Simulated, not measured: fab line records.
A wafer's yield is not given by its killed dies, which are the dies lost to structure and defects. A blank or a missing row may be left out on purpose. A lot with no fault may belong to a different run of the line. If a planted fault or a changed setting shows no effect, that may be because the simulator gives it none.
Tool commonality check | flow gf180mcu | 9 lots and 27 wafers in the sample

== WHY IT WAS OPENED ==
Of 9 lots, 3 have the reading HV_LDD_4_TW flagged at GF_HV_LDD_TW_MEAS_50. Wafers without a fault read 571.2, standard deviation 2.6.
Rule: a lot is flagged when every wafer of it that has a number lies more than 4 standard deviations from that mean, or none has a number. All remaining lots are regarded as sound.

lot  | measured     | on           | HV_LDD_4_TW, wafer by wafer | flag
L439 | day 12 10:17 | filmMetro-04 | 574.3 571.4 575.2           | 
L440 | day 13 01:05 | filmMetro-03 | 571.4 571.5 571.6           | 
L441 | day 13 03:27 | filmMetro-04 | 570.7 568.8 570.7           | 
L442 | day 13 14:23 | filmMetro-03 | 569.0 571.9 570.6           | 
L443 | day 13 19:49 | filmMetro-01 | 567.7 570.0 570.0           | 
L444 | day 14 08:50 | filmMetro-01 | 568.3 570.8 572.5           | 
L449 | day 15 23:27 | filmMetro-04 | 900.7 899.9 903.7           | FLAGGED
L450 | day 16 02:31 | filmMetro-03 | 893.6 904.1 894.0           | FLAGGED
L451 | day 16 18:14 | filmMetro-03 | 894.3 898.4 900.1           | FLAGGED
On average the flagged lots read 898.8, which is +327.6 against the usual, or +99 or more standard deviations.

== TOOL THAT RAN EACH LOT ==
The record holds 1 process step before the reading, out of a route of 602 steps. Cell contents, in order: the tool; ch with the chambers the sampled wafers went through; the start.
lot  | flag    | GF_HV_LDD_IMPLANT_48
L439 |         | implanter-02 ch 0, day 12 10:03
L440 |         | implanter-02 ch 0, day 13 00:50
L441 |         | implanter-02 ch 0, day 13 03:13
L442 |         | implanter-01 ch 0, day 13 14:09
L443 |         | implanter-01 ch 0, day 13 19:34
L444 |         | implanter-03 ch 0, day 14 08:37
L449 | FLAGGED | implanter-03 ch 0, day 15 23:15
L450 | FLAGGED | implanter-03 ch 0, day 16 02:17
L451 | FLAGGED | implanter-03 ch 0, day 16 17:59
These steps, and what they do:
- GF_HV_LDD_IMPLANT_48
- GF_HV_LDD_TW_MEAS_50

== FLAGGED AGAINST TOTAL, ONE TOOL AT A TIME (gauges that did the reading follow at the end) ==
step                 | tool         | lots run | flagged | share of the flagged lots | sound lots run after its first flagged lot
GF_HV_LDD_IMPLANT_48 | implanter-01 | 2        | 0       | none                      | -
GF_HV_LDD_IMPLANT_48 | implanter-02 | 3        | 0       | none                      | -
GF_HV_LDD_IMPLANT_48 | implanter-03 | 4        | 3       | all                       | 0
GF_HV_LDD_TW_MEAS_50 | filmMetro-01 | 2        | 0       | none                      | -
GF_HV_LDD_TW_MEAS_50 | filmMetro-03 | 4        | 2       | some                      | 0
GF_HV_LDD_TW_MEAS_50 | filmMetro-04 | 3        | 1       | some                      | 0

== WHAT IS ALLOWED BY THE TABLE ==
All flagged lots share 1 row of the table, namely implanter-03 at GF_HV_LDD_IMPLANT_48.
- implanter-03 at GF_HV_LDD_IMPLANT_48: 3 of its 4 lots flagged. It ran its last sound lot, L444, at day 14 08:37 and its first flagged lot, L449, at day 15 23:15: a fault with its onset between the two fits.
Left over: one tool, implanter-03 at GF_HV_LDD_IMPLANT_48.

== WHAT THE SIMULATOR HAD PUT IN ==
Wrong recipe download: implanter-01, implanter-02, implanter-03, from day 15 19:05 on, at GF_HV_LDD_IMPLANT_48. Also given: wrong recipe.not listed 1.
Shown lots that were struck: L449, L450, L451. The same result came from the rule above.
